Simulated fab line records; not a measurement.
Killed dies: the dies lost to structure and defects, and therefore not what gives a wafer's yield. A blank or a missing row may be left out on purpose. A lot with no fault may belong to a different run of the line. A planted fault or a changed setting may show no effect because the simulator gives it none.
A struck lot beside a sound one | flow gf180mcu | 17 steps out of a route of 602
Sound: these wafers, L503.1, L503.4, L503.6. Struck: wafers L519.2, L519.4. (L519.5 of the same lot was not struck and is left out.) The cause comes at the end.
At each step with rows: each side's tool, then ch and its chambers, then its first start. Under that, the readings that differ: sound wafers | struck wafers | difference of the means | sigmas: that difference in standard deviations of wafers without a fault.
alike: same words and numbers on both sides, and readings whose means sit less than 2 such deviations apart. not compared: any withheld reading, any reading some wafer has no value for, any bound like >300 that may hide the same value, and any number with overlapping values for which the record gives no deviation.
A row with sigmas, a row that says differs or no value, or rows on one side alone: a step with any of these is where the two part. Non-overlapping numbers with no deviation appear without sigmas and do not part them. A reading that every wafer of one side lacks parts them only if that side has two wafers or more.

first, 2 steps without rows for these wafers: GF_CONTACT_PEB_12 (peb time 90 s); GF_CONTACT_DEVELOP_13 (develop time 60 s).
GF_CONTACT_CD_MEAS_14: target cd 220 nm.
  sound on cd_sem-01, day 16 12:06; struck on cd_sem-02, day 21 20:49
  alike: cd_nm
GF_CONTACT_OVL_MEAS_15:
  sound on overlay-01, day 16 12:13; struck on overlay-02, day 21 20:56
  alike: CONTACT_OVL
GF_CONTACT_ETCH_16: etches BARC in N2/H2.
  sound on rie_diel-02 ch 0,1,3, day 16 12:16; struck on rie_diel-03 ch 1,3, day 21 20:58
  alike: bias_w, drypump_motor_current_A, n2_flow_sccm, oes_product_au, throttle_valve_pct
then, 1 step without rows for these wafers: GF_CONTACT_ETCH_17 (etches SiO2 in C4F8/O2/Ar, stops on CoSi2, target depth 860 nm).
GF_CONTACT_STRIP_18: strips in O2/N2.
  sound on plasma_asher-01 ch 0, day 16 12:25; struck on plasma_asher-01 ch 0,1, day 21 21:07
  alike: drypump_motor_current_A, heater_power_w, n2_flow_sccm, oes_product_au
  not compared: rf_hours_counter_h
then, 3 steps without rows for these wafers: GF_CONTACT_CLEAN_19 (cleans in SPM); GF_CONTACT_CLEAN_20 (cleans in DIW); GF_CONTACT_CLEAN_21 (cleans in dHF, time 20 s).
GF_CONTACT_SPUTTER_22: material Ti, target thk 15 nm, time 80.02 s.
  sound on pvd_sputter-01, day 16 12:43; struck on pvd_sputter-04, day 21 21:26
  alike: throttle_valve_pct
GF_CONTACT_SPUTTER_23: material TiN, target thk 10 nm, time 40 s.
  sound on pvd_sputter-01, day 16 12:47; struck on pvd_sputter-04, day 21 21:29
  reading                | sound          | struck    | difference | sigmas
  throttle_valve_pct (%) | 28.2 27.6 28.2 | 31.4 30.4 | +2.9       | +2
GF_CONTACT_CVD_24: deposits W, target thk 300 nm, time 90.339 s.
  sound on cvd_w-01 ch 1, day 16 12:49; struck on cvd_w-01 ch 1, day 21 21:32
  reading                               | sound             | struck      | difference | sigmas
  chamber_pressure_Torr (Torr)          | 40.04 40.01 39.97 | 46.28 46.42 | +6.34      | +83
  model.W_of_CONTACT_CVD_24.thk_nm (nm) | 306.2 307.1 306.1 | 328.6 327.4 | +21.5      |
  alike: heater_power_w
GF_CONTACT_RS_MEAS_25: uses a four-point probe to measure.
  sound on film_metro-02, day 16 13:01; struck on film_metro-04, day 21 22:05
  reading               | sound             | struck      | difference | sigmas
  CONTACT_W_RS (ohm/sq) | 0.374 0.373 0.375 | 0.348 0.349 | -0.026     | -5
  not compared: hold
GF_CONTACT_THK_MEAS_26: measures by xrf.
  sound on film_metro-02, day 16 13:08; struck on film_metro-04, day 22 00:25
  reading            | sound       | struck  | difference | sigmas
  CONTACT_W_THK (nm) | 306 305 306 | 331 332 | +26        | +6
  not compared: hold
GF_CONTACT_CMP_27: polishes, stops on SiO2, t overpolish 15 s, target thk 0 nm.
  sound on cmp-01 ch 1,2, day 16 13:15; struck on cmp-02 ch 0,1, day 22 03:21
  reading | sound | struck                                            | difference                   | sigmas
  hold    | - - - | await_dispo/2.8h/release await_dispo/2.8h/release | no value on the sound wafers |
  alike: edge_zone_pressure_frac, motor_current_A
-- the record jumps here: 11 days lie between the struck wafers' starts before and after (it left off in module CONTACT and takes up again in module PASSIVATION, whose first step shown is number 602 of the route) --
GF_PASSIVATION_PROBE_99:
  the record has rows for the struck wafers here (prober-01, day 33 11:02) and none for the sound ones

WHERE THEY PART
First at GF_CONTACT_SPUTTER_23; last, within this record, at GF_PASSIVATION_PROBE_99.

WHY: the cause the simulator had injected
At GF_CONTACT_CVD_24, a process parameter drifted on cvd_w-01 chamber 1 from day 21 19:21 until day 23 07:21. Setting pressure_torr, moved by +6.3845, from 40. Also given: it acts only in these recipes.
